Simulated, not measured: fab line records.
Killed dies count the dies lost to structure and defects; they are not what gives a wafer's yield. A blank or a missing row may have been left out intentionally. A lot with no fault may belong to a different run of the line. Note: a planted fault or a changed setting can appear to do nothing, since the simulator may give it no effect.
A struck lot beside a sound one | flow sky130 | 15 steps out of a route of 708
Sound: the wafers L897.2, L897.3, L897.6. Struck: wafers L900.2, L900.4, L900.6. The cause is named last.
Per side, at each step with rows, come the tool, then ch with its chambers, and then its first start. Under that, the readings that differ: sound wafers | struck wafers | difference of the means | sigmas: that difference in standard deviations of wafers without a fault.
alike: words and numbers the same on both sides, and readings whose means are apart by under 2 such deviations; not compared: readings that were withheld, readings missing a value for some wafer, numbers with overlapping values and no deviation given by the record, and bounds like >300 which may hide the same value.
Wherever a step has rows on one side only, a row that says differs or no value, or a row with sigmas, the two part there. When numbers do not overlap yet have no deviation, they are printed without sigmas and do not part them. A reading that every wafer of one side lacks parts them only if that side has two wafers or more.

first, 5 steps without rows for these wafers: SKY_VIA4_COAT_06 (resist thk 1140 nm); SKY_VIA4_SOFTBAKE_07 (time 60 s); SKY_VIA4_EXPOSE_08 (exposes mask VIM4, target cd 800 nm); SKY_VIA4_PEB_09; SKY_VIA4_DEVELOP_10 (develop time 60 s).
SKY_VIA4_OVL_MEAS_11:
  struck on overlay-02, day 45 07:05; sound on overlay-01, day 44 08:20
  alike: VIA4_OVL
SKY_VIA4_ETCH_12: etches SiO2 in C4F8/O2/Ar, stops on TiN, target depth 580 nm.
  sound on rieDiel-04 ch 2,3, day 44 08:22; struck on rieDiel-03 ch 1,3, day 45 07:07
  alike: oesProductAu, rfFwdPowerW
SKY_VIA4_STRIP_13: strips in O2/N2.
  sound on plasmaAsher-04 ch 1, day 44 08:26; struck on plasmaAsher-04 ch 0,1, day 45 07:11
  alike: drypumpMotorCurrentA, oesProductAu, stripTimeToEndpointS
  not compared: rfHoursCounterH
then, 3 steps without rows for these wafers: SKY_VIA4_STRIP_14 (strips in post etch residue remover, time 1200 s); SKY_VIA4_CLEAN_15 (cleans in IPA, time 180 s); SKY_VIA4_CLEAN_16 (cleans in O3/DIW).
SKY_VIA4_SPUTTER_17: material TiN, target thk 20 nm, time 80 s.
  struck on pvdSputter-02, day 45 07:49; sound on pvdSputter-02, day 44 09:01
  alike: throttleValvePct
SKY_VIA4_CVD_18: deposits W, target thk 505 nm, time 152.14 s.
  sound on cvdW-01 ch 0,1, day 44 09:05; struck on cvdW-02 ch 0,1, day 45 08:11
  alike: chamberPressureTorr, heaterPowerW
SKY_VIA4_RS_MEAS_19: a four-point-probe measurement.
  struck on filmMetro-02, day 45 08:39; sound on filmMetro-03, day 44 09:16
reading            | sound             | struck            | difference | sigmas
VIA4_W_RS (ohm/sq) | 0.231 0.232 0.229 | 0.114 0.110 0.113 | -0.118     | -28
SKY_PAD_OPEN_PROBE_99:
  the record has rows for the sound wafers here (prober-01, day 47 04:22) and none for the struck ones

## WHERE THEY PART
Earliest at SKY_VIA4_RS_MEAS_19; latest, in this record, at SKY_PAD_OPEN_PROBE_99.

WHY: what had been put in by the simulator
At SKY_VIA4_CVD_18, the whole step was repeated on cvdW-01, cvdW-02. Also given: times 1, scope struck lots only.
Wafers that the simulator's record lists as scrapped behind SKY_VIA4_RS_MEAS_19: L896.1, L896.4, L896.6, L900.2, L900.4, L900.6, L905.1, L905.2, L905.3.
